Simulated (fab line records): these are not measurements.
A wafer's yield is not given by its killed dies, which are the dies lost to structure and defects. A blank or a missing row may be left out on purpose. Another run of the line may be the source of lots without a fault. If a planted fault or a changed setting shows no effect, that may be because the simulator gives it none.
A lot that was struck, set against a sound lot + flow sky130 + 26 steps out of a route of 708
Sound: the wafers L401.2, L401.3, L401.4. Struck: wafer L390.4; the same lot's L390.1 was not struck, so it is left out; see the end for the cause.
Each step with rows lists, per side, the tool, then ch with its chambers, then its first start. Under that, the readings that differ: sound wafers + struck wafers + difference of the means + sigmas: that difference in standard deviations of wafers without a fault.
alike: a reading whose means differ by less than 2 such deviations, as well as words and numbers matching on both sides. not compared: withheld readings; readings where some wafer has no value; bounds like >300 that might hide an equal value; numbers whose values overlap and for which the record gives no deviation.
The two part at a step that has a row with sigmas, a row that says differs or no value, or rows on one side only. Numbers that don't overlap but have no deviation are shown without sigmas and don't part them. Lack of a reading on every wafer of one side parts them only where that side has two or more wafers.

first, 8 steps without rows for these wafers: SKY_FIELD_ISO_DEHYDRATE_05 (time 60 s); SKY_FIELD_ISO_HMDS_06 (prime time 60 s); SKY_FIELD_ISO_COAT_07 (resist thk 60 nm); SKY_FIELD_ISO_COAT_08 (resist thk 450 nm); SKY_FIELD_ISO_SOFTBAKE_09 (time 90 s); SKY_FIELD_ISO_EXPOSE_10 (exposes mask FOM, target cd 150 nm); SKY_FIELD_ISO_PEB_11; SKY_FIELD_ISO_DEVELOP_12 (develop time 60 s).
SKY_FIELD_ISO_CD_MEAS_13: the cd target is 150 nm.
  sound: cd sem-01 at day 6 18:12; struck: cd sem-02 at day 4 09:47
  alike: cd nm
SKY_FIELD_ISO_ETCH_14: etches BARC in N2/H2, stops on SiO2, time 45.9 s, target depth 60 nm.
  sound on rie diel-01 ch 0,1,2, day 6 18:18; struck on rie diel-02 ch 2, day 4 09:55
| reading                | sound      | struck | difference | sigmas |
|------------------------|------------|--------|------------|--------|
| rf hours counter h (h) | 145 143 25 | 166    | +62        |        |
  alike: bias w, drypump motor current A, oes product au, throttle valve pct
SKY_FIELD_ISO_ETCH_15: etches the open film in CHF3/O2, stops on Si, target depth 180 nm, time 72 s.
  sound on rie diel-01 ch 0,1,2, day 6 18:20; struck on rie diel-02 ch 2, day 4 09:58
| reading                | sound             | struck | difference | sigmas |
|------------------------|-------------------|--------|------------|--------|
| bias w (W)             | 199.4 200.9 200.1 | 201.4  | +1.3       | +2     |
| rf hours counter h (h) | 145 143 25        | 166    | +62        |        |
  alike: drypump motor current A, oes product au, throttle valve pct
SKY_FIELD_ISO_STRIP_16: strips in O2/N2.
  sound on plasma asher-03 ch 0,1, day 6 18:24; struck on plasma asher-04 ch 1, day 4 10:01
  alike: drypump motor current A, oes product au, strip time to endpoint s
  not compared: rf hours counter h
SKY_FIELD_ISO_ETCH_17: etches Si in HBr/Cl2/O2, target depth 342 nm, time 97.7 s.
  sound on rie si-01 ch 0,1,3, day 6 18:30; struck on rie si-01 ch 0, day 4 10:07
| reading                                     | sound                | struck | difference | sigmas |
|---------------------------------------------|----------------------|--------|------------|--------|
| oes product au (a.u.)                       | 1.002 0.999 0.979    | 0.880  | -0.113     | -11    |
| throttle valve pct (%)                      | 25.649 25.663 25.666 | 25.730 | +0.071     | +7     |
| model.FIELD_ISO.feature depth nm (nm)       | 347.7 342.6 333.7    | 279.3  | -62.0      |        |
| model.etch.depth nm (nm)                    | 347.7 342.6 333.7    | 279.3  | -62.0      |        |
| model.Si3N4_of_FIELD_ISO_CVD_03.thk nm (nm) | 149.1 149.4 151      | 153.7  | +3.9       |        |
  alike: bias w, drypump motor current A, he backside leak sccm
  not compared: rf hours counter h
then, 5 steps without rows for these wafers: SKY_FIELD_ISO_WET_ETCH_18 (etches Si3N4 in H3PO4, target depth 25 nm, time 286 s); SKY_FIELD_ISO_CLEAN_19 (cleans in SC1/SC2, time 150 s); SKY_FIELD_ISO_CLEAN_20 (cleans in dHF, time 20 s); SKY_FIELD_ISO_WET_ETCH_21 (etches SiO2 in dHF, target depth 20 nm, time 400 s); SKY_FIELD_ISO_OXIDATION_22 (stabilise 600 s, purge 300 s, target thk 10 nm).
SKY_FIELD_ISO_THK_MEAS_23:
  sound: film metro-01 at day 6 21:22; struck: film metro-01 at day 4 12:56
  alike: FIELD_ISO_OXIDATION_01_THK
then, 1 step without rows for these wafers: SKY_FIELD_ISO_CVD_24 (deposits SiO2, target thk 595 nm, time 99.2 s).
SKY_FIELD_ISO_THK_MEAS_25:
  sound: film metro-01 at day 6 21:34; struck: film metro-03 at day 4 13:04
  alike: FIELD_ISO_CVD_24_THK
then, 1 step without rows for these wafers: SKY_FIELD_ISO_ANNEAL_26 (time 1800 s).
SKY_FIELD_ISO_CMP_27: polishes, stops on Si3N4, t overpolish 16 s, target thk 457.8 nm.
  sound on cmp-02 ch 0,1,3, day 7 00:40; struck on cmp-02 ch 3, day 4 15:50
| reading              | sound                | struck | difference | sigmas |
|----------------------|----------------------|--------|------------|--------|
| overpolish run s (s) | 15.994 15.981 15.984 | 16.013 | +0.027     | +3     |
  alike: motor current A, time to endpoint s
SKY_FIELD_ISO_WET_ETCH_28: etches SiO2 in dHF, target depth 23.7 nm, time 47 s.
  sound on wet bench-02 ch 1, day 7 00:55; struck on wet bench-02 ch 3, day 4 16:08
| reading                                     | sound             | struck | difference | sigmas |
|---------------------------------------------|-------------------|--------|------------|--------|
| model.Si3N4_of_FIELD_ISO_CVD_03.thk nm (nm) | 117.7 118.1 119.6 | 123.1  | +4.6       |        |
then, 1 step without rows for these wafers: SKY_FIELD_ISO_WET_ETCH_29 (etches Si3N4 in H3PO4, target depth 160 nm, time 1825 s).
-- a jump in the record: the struck wafers' starts before and after are 45 days apart (it breaks off in module FIELD_ISO and resumes in module PAD_OPEN, where the first step shown is number 708 of the route) --
SKY_PAD_OPEN_PROBE_99:
  sound: prober-01 at day 51 07:01; struck: prober-02 at day 49 04:59
| reading                                 | sound                         | struck    | difference | sigmas |
|-----------------------------------------|-------------------------------|-----------|------------|--------|
| model.etest.res_p_drift_20v.line ohm um | 1.106e+04 1.074e+04 1.045e+04 | 8922      | -1828      |        |
| model.etest.res_p_drift_20v.rs ohm sq   | 9142 8943 8679                | 7566      | -1355      |        |
| model.etest.pfet_16v.r on ohm um        | 1.557e+04 1.54e+04 1.513e+04  | 1.344e+04 | -1.927e+03 |        |
| model.etest.res iso pwell.rs ohm sq     | 3487 3369 3136                | 2221      | -1110      |        |
| model.etest.res iso pwell.line ohm um   | 1331 1287 1204                | 830.5     | -443.5     |        |
| model.etest.res nwell.line ohm um       | 1046 1043 1046                | 960.8     | -84.2      |        |
| model.etest.res nwell.rs ohm sq         | 910.8 899.5 889.9             | 792.3     | -107.8     |        |
| model.etest.cap poly to well.c af um2   | 89.4 90.57 94.17              | 106.1     | +14.7      |        |
  alike: killed_at_M0_to_M3, killed_at_M4_up, killed at contacts, killed at front end, killed at other, killed dies, killed open, killed short

== WHERE THEY PART ==
Earliest at SKY_FIELD_ISO_ETCH_15; latest, in this record, at SKY_FIELD_ISO_CMP_27. Later steps at which nothing parts them and some readings are alike: SKY_PAD_OPEN_PROBE_99.

WHY: whatever the simulator had introduced
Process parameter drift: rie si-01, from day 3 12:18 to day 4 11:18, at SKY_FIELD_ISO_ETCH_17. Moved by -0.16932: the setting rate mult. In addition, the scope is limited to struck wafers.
